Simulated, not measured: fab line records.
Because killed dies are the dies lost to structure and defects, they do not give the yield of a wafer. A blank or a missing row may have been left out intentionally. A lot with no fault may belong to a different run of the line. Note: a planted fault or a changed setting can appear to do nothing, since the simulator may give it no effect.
Which tool is to blame? / flow sky130 / Sampling: 13 lots, 39 wafers, 2 of 708 route steps

WHAT EACH GAUGE READ, for each wafer
SKY_SONOS_TUNNEL_OVL_MEAS_08.
lot=L882; measured=day 11 05:59; on=overlay-02; SONOS_TUNNEL_OVL (nm)=-0.5 -1.8 -1.6
lot=L884; measured=day 11 20:17; on=overlay-02; SONOS_TUNNEL_OVL (nm)=0.4 0.0 -0.8
lot=L886; measured=day 12 11:28; on=overlay-02; SONOS_TUNNEL_OVL (nm)=-2.4 -1.4 -1.3
lot=L887; measured=day 12 22:02; on=overlay-01; SONOS_TUNNEL_OVL (nm)=-1.2 -3.9 -2.4
lot=L889; measured=day 13 18:02; on=overlay-01; SONOS_TUNNEL_OVL (nm)=-4.2 -2.2 -2.3
lot=L891; measured=day 14 07:56; on=overlay-02; SONOS_TUNNEL_OVL (nm)=0.4 0.1 -2.0
lot=L894; measured=day 15 09:26; on=overlay-02; SONOS_TUNNEL_OVL (nm)=-0.1 -1.2 -0.9
lot=L897; measured=day 16 06:12; on=overlay-02; SONOS_TUNNEL_OVL (nm)=0.5 1.4 -0.3
lot=L899; measured=day 16 18:59; on=overlay-02; SONOS_TUNNEL_OVL (nm)=0.8 1.1 -1.0
lot=L900; measured=day 17 03:57; on=overlay-01; SONOS_TUNNEL_OVL (nm)=-2.5 -0.2 -0.2
lot=L901; measured=day 17 11:29; on=overlay-01; SONOS_TUNNEL_OVL (nm)=-2.7 -2.8 -1.3
lot=L903; measured=day 18 07:35; on=overlay-02; SONOS_TUNNEL_OVL (nm)=1.1 1.1 0.2
lot=L904; measured=day 18 22:21; on=overlay-01; SONOS_TUNNEL_OVL (nm)=-1.4 -3.0 -1.2

WHAT TOOL EACH LOT RAN ON (gives the tool, then ch and the chambers of the sampled wafers, and finally the start)
lot=L882; SKY_NWELL_RTA_28=rtp_anneal-01 ch 0, day 5 05:12
lot=L884; SKY_NWELL_RTA_28=rtp_anneal-02 ch 0, day 5 14:50
lot=L886; SKY_NWELL_RTA_28=rtp_anneal-02 ch 0, day 6 03:09
lot=L887; SKY_NWELL_RTA_28=rtp_anneal-01 ch 0, day 6 11:19
lot=L889; SKY_NWELL_RTA_28=rtp_anneal-01 ch 0, day 7 03:19
lot=L891; SKY_NWELL_RTA_28=rtp_anneal-01 ch 0, day 7 13:30
lot=L894; SKY_NWELL_RTA_28=rtp_anneal-02 ch 0, day 8 08:49
lot=L897; SKY_NWELL_RTA_28=rtp_anneal-01 ch 0, day 9 03:46
lot=L899; SKY_NWELL_RTA_28=rtp_anneal-02 ch 0, day 9 14:04
lot=L900; SKY_NWELL_RTA_28=rtp_anneal-01 ch 0, day 9 21:07
lot=L901; SKY_NWELL_RTA_28=rtp_anneal-02 ch 0, day 10 01:36
lot=L903; SKY_NWELL_RTA_28=rtp_anneal-02 ch 0, day 10 17:53
lot=L904; SKY_NWELL_RTA_28=rtp_anneal-02 ch 0, day 11 05:18
- SKY_NWELL_RTA_28: time 30 s.

WHAT THE TOOLS THEMSELVES READ (means of the sampled wafers that have a number; where no wafer has one, the mark that the record gives instead)
SKY_NWELL_RTA_28.
lot=L882; tool=rtp_anneal-01; anneal_temp_c_max=1053.4; lamp_power_pct (%)=25.27; wafer_temp_C_max=1054.9
lot=L884; tool=rtp_anneal-02; anneal_temp_c_max=1059.2; lamp_power_pct (%)=25.30; wafer_temp_C_max=1054.3
lot=L886; tool=rtp_anneal-02; anneal_temp_c_max=1055.7; lamp_power_pct (%)=25.26; wafer_temp_C_max=1054.4
lot=L887; tool=rtp_anneal-01; anneal_temp_c_max=1054.5; lamp_power_pct (%)=25.32; wafer_temp_C_max=1055.0
lot=L889; tool=rtp_anneal-01; anneal_temp_c_max=1054.1; lamp_power_pct (%)=25.25; wafer_temp_C_max=1055.8
lot=L891; tool=rtp_anneal-01; anneal_temp_c_max=1054.2; lamp_power_pct (%)=25.27; wafer_temp_C_max=1055.0
lot=L894; tool=rtp_anneal-02; anneal_temp_c_max=1057.0; lamp_power_pct (%)=25.32; wafer_temp_C_max=1055.0
lot=L897; tool=rtp_anneal-01; anneal_temp_c_max=1054.0; lamp_power_pct (%)=25.33; wafer_temp_C_max=1054.4
lot=L899; tool=rtp_anneal-02; anneal_temp_c_max=1057.6; lamp_power_pct (%)=25.28; wafer_temp_C_max=1053.8
lot=L900; tool=rtp_anneal-01; anneal_temp_c_max=1054.7; lamp_power_pct (%)=25.34; wafer_temp_C_max=1055.1
lot=L901; tool=rtp_anneal-02; anneal_temp_c_max=1056.7; lamp_power_pct (%)=25.33; wafer_temp_C_max=1054.2
lot=L903; tool=rtp_anneal-02; anneal_temp_c_max=1055.9; lamp_power_pct (%)=25.30; wafer_temp_C_max=1055.3
lot=L904; tool=rtp_anneal-02; anneal_temp_c_max=1058.1; lamp_power_pct (%)=25.32; wafer_temp_C_max=1055.3

THE ANSWER, worked out from the rows above alone
Rule: usual is defined by the lots themselves. The widest of any qualifying gaps counts: lots, ordered by their means at a reading, are off when they make up no more than a third of the lots, leave a main group of 4 or more, and stand apart from it by 3 or more times the standard deviation of that group's means. A main group is skipped when, at the precision printed for the reading in the tables above, its means are all equal. A lot without any number at a reading at which 4 lots or more have one is off too. Any other lot the step has rows for is counted as sound. After the gauges, taken in route order, come the tools' own readings; for these a lot's mean is taken, as printed above. At the first step where some lot is off, the reading lying furthest off is the one used; lots without a number count as furthest.
Nothing can be told from this: no lot is off at any reading shown.

WHAT THE SIMULATOR PUT IN
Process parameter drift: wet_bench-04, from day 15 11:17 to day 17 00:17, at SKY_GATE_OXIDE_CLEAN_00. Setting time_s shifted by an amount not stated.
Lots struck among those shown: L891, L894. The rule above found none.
